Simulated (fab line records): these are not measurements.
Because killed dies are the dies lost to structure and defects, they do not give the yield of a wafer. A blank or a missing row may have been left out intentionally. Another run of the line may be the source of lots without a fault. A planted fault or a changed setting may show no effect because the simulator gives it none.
What tool caused it? | flow gf180mcu | 35 wafers from 12 lots sampled at 4 of the route's 602 steps

WHAT THE GAUGES READ, wafer by wafer
GF_VT_IMPLANT_TW_MEAS_43.
lot  | measured     | on           | VT_IMPLANT_4_TW
L275 | day 7 10:24  | filmMetro-04 | 698 696 696
L276 | day 8 00:18  | filmMetro-04 | 688 691 692
L277 | day 8 04:29  | filmMetro-04 | 687 691 688
L279 | day 8 16:47  | filmMetro-03 | 691 688 694
L280 | day 8 21:37  | filmMetro-03 | 691 692 692
L282 | day 9 13:57  | filmMetro-04 | 686 686 689
L283 | day 9 16:35  | filmMetro-01 | 692 690 695
L285 | day 10 07:35 | filmMetro-03 | 694 687 687
L286 | day 10 13:22 | filmMetro-03 | 689 691 686
L287 | day 10 23:02 | filmMetro-04 | 687 684 685
L293 | day 12 20:43 | filmMetro-04 | 685 688
L298 | day 14 03:21 | filmMetro-01 | 691 696 691

WHAT TOOL EACH LOT RAN ON (gives the tool, then ch and the chambers of the sampled wafers, and finally the start)
lot  | GF_MVPSD_COAT_02                 | GF_MVPSD_STRIP_10                   | GF_VT_IMPLANT_STRIP_20
L275 | lithoTrack-04 ch 0, day 4 15:26  | plasmaAsher-03 ch 0,1, day 4 22:29  | plasmaAsher-02 ch 0,1, day 6 03:50
L276 | lithoTrack-01 ch 0, day 5 03:06  | plasmaAsher-01 ch 0,1, day 5 10:53  | plasmaAsher-02 ch 0,1, day 6 16:44
L277 | lithoTrack-04 ch 0, day 5 06:31  | plasmaAsher-01 ch 1, day 5 13:46    | plasmaAsher-01 ch 0,1, day 6 19:44
L279 | lithoTrack-02 ch 0, day 5 17:17  | plasmaAsher-02 ch 0,1, day 6 01:25  | plasmaAsher-04 ch 0,1, day 7 08:23
L280 | lithoTrack-01 ch 0, day 5 22:52  | plasmaAsher-02 ch 0,1, day 6 06:10  | plasmaAsher-02 ch 0,1, day 7 12:27
L282 | lithoTrack-01 ch 0, day 6 10:57  | plasmaAsher-03 ch 0,1, day 6 18:42  | plasmaAsher-02 ch 0,1, day 8 03:26
L283 | lithoTrack-02 ch 0, day 6 15:10  | plasmaAsher-02 ch 0,1, day 6 22:47  | plasmaAsher-02 ch 0, day 8 06:45
L285 | lithoTrack-01 ch 0, day 7 03:57  | plasmaAsher-01 ch 0,1, day 7 11:55  | plasmaAsher-01 ch 0,1, day 8 21:17
L286 | lithoTrack-02 ch 0, day 7 08:32  | plasmaAsher-01 ch 0,1, day 7 16:30  | plasmaAsher-02 ch 0,1, day 9 01:42
L287 | lithoTrack-02 ch 0, day 7 17:31  | plasmaAsher-01 ch 0,1, day 8 02:33  | plasmaAsher-01 ch 0,1, day 9 11:44
L293 | lithoTrack-02 ch 0, day 9 07:43  | plasmaAsher-02 ch 0,1, day 9 17:01  | plasmaAsher-02 ch 1, day 11 05:41
L298 | lithoTrack-01 ch 0, day 10 11:41 | plasmaAsher-02 ch 0,1, day 10 20:48 | plasmaAsher-04 ch 0,1, day 12 10:50
- GF_MVPSD_COAT_02: resist thk 3000 nm.
- GF_MVPSD_STRIP_10: strips in O2/N2.
- GF_VT_IMPLANT_STRIP_20: strips in O2/N2.

WHAT THE TOOLS THEMSELVES READ (means of the sampled wafers that have a number; where no wafer has one, the mark that the record gives instead)
GF_MVPSD_COAT_02.
lot  | tool          | chillPlateTempC (C)
L275 | lithoTrack-04 | 22.93
L276 | lithoTrack-01 | 23.02
L277 | lithoTrack-04 | 23.03
L279 | lithoTrack-02 | 23.11
L280 | lithoTrack-01 | 22.95
L282 | lithoTrack-01 | 23.06
L283 | lithoTrack-02 | 23.02
L285 | lithoTrack-01 | 23.04
L286 | lithoTrack-02 | 23.10
L287 | lithoTrack-02 | 23.04
L293 | lithoTrack-02 | 23.05
L298 | lithoTrack-01 | 23.05

GF_MVPSD_STRIP_10.
lot  | tool           | drypumpMotorCurrentA (A) | heaterPowerW (W) | n2FlowSccm (sccm) | oesProductAu (a.u.) | stripTimeToEndpointS (s)
L275 | plasmaAsher-03 | 5.01                     | 347              | 300.7             | 0.717               | 37.00
L276 | plasmaAsher-01 | 5.72                     | 334              | 301.1             | 0.721               | 37.13
L277 | plasmaAsher-01 | 5.72                     | 277              | 299.5             | 0.724               | 36.94
L279 | plasmaAsher-02 | 5.55                     | 372              | 300.1             | 0.723               | 37.12
L280 | plasmaAsher-02 | 5.54                     | 352              | 300.5             | 0.724               | 36.97
L282 | plasmaAsher-03 | 5.00                     | 367              | 300.4             | 0.722               | 37.07
L283 | plasmaAsher-02 | 5.52                     | 347              | 300.1             | 0.721               | 36.96
L285 | plasmaAsher-01 | 5.69                     | 388              | 300.0             | 0.723               | 36.96
L286 | plasmaAsher-01 | 5.71                     | 385              | 299.7             | 0.722               | 36.98
L287 | plasmaAsher-01 | 5.71                     | 331              | 299.6             | 0.724               | 37.19
L293 | plasmaAsher-02 | 5.55                     | 365              | 300.4             | 0.721               | 35.52
L298 | plasmaAsher-02 | 5.52                     | 350              | 299.7             | 0.719               | 36.82

GF_VT_IMPLANT_STRIP_20.
lot  | tool           | drypumpMotorCurrentA (A) | heaterPowerW (W) | n2FlowSccm (sccm) | oesProductAu (a.u.) | stripTimeToEndpointS (s)
L275 | plasmaAsher-02 | 5.5                      | 347              | 300.4             | 0.715               | 12.68
L276 | plasmaAsher-02 | 5.5                      | 346              | 299.6             | 0.715               | 12.66
L277 | plasmaAsher-01 | 5.7                      | 328              | 301.1             | 0.713               | 12.63
L279 | plasmaAsher-04 | 5.4                      | 313              | 300.6             | 0.716               | 12.69
L280 | plasmaAsher-02 | 5.6                      | 374              | 300.1             | 0.716               | 12.66
L282 | plasmaAsher-02 | 5.5                      | 352              | 300.3             | 0.716               | 12.64
L283 | plasmaAsher-02 | 5.6                      | 408              | 299.9             | 0.713               | 12.70
L285 | plasmaAsher-01 | 5.7                      | 330              | 300.8             | 0.715               | 12.61
L286 | plasmaAsher-02 | 5.6                      | 379              | 300.6             | 0.715               | 12.63
L287 | plasmaAsher-01 | 5.7                      | 381              | 300.8             | 0.712               | 12.56
L293 | plasmaAsher-02 | 5.5                      | 322              | 306.4             | 0.719               | 12.64
L298 | plasmaAsher-04 | 6.0                      | 314              | 300.6             | 0.715               | 12.62

THE ANSWER, worked out from the rows above alone
Rule: what is usual is taken from the lots themselves. The widest of any qualifying gaps counts: lots, ordered by their means at a reading, are off when they make up no more than a third of the lots, leave a main group of 4 or more, and stand apart from it by 3 or more times the standard deviation of that group's means. If all means in a main group match to the digits the tables above print for the reading, that group is not used. A lot without any number at a reading at which 4 lots or more have one is off too. Any other lot the step has rows for is counted as sound. After the gauges, taken in route order, come the tools' own readings; for these a lot's mean is taken, as printed above. At the first step where some lot is off, the reading lying furthest off is the one used; lots without a number count as furthest.
Off: L293, at GF_MVPSD_STRIP_10 (stripTimeToEndpointS). The main group has a mean of 37.01 s with a standard deviation of 0.1.
A tool fits if, at that step or a process step before it, it ran every lot that is off, and no sound lot after the first of them. One fits: lithoTrack-02 at GF_MVPSD_COAT_02. Its last sound lot is L287 (day 7 17:31), its first lot that is off L293 (day 9 07:43): a fault that began between those two fits.

WHAT THE SIMULATOR HAD INSERTED
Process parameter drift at GF_MVPSD_COAT_02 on lithoTrack-02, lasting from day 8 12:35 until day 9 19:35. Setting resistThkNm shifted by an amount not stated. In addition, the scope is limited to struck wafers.
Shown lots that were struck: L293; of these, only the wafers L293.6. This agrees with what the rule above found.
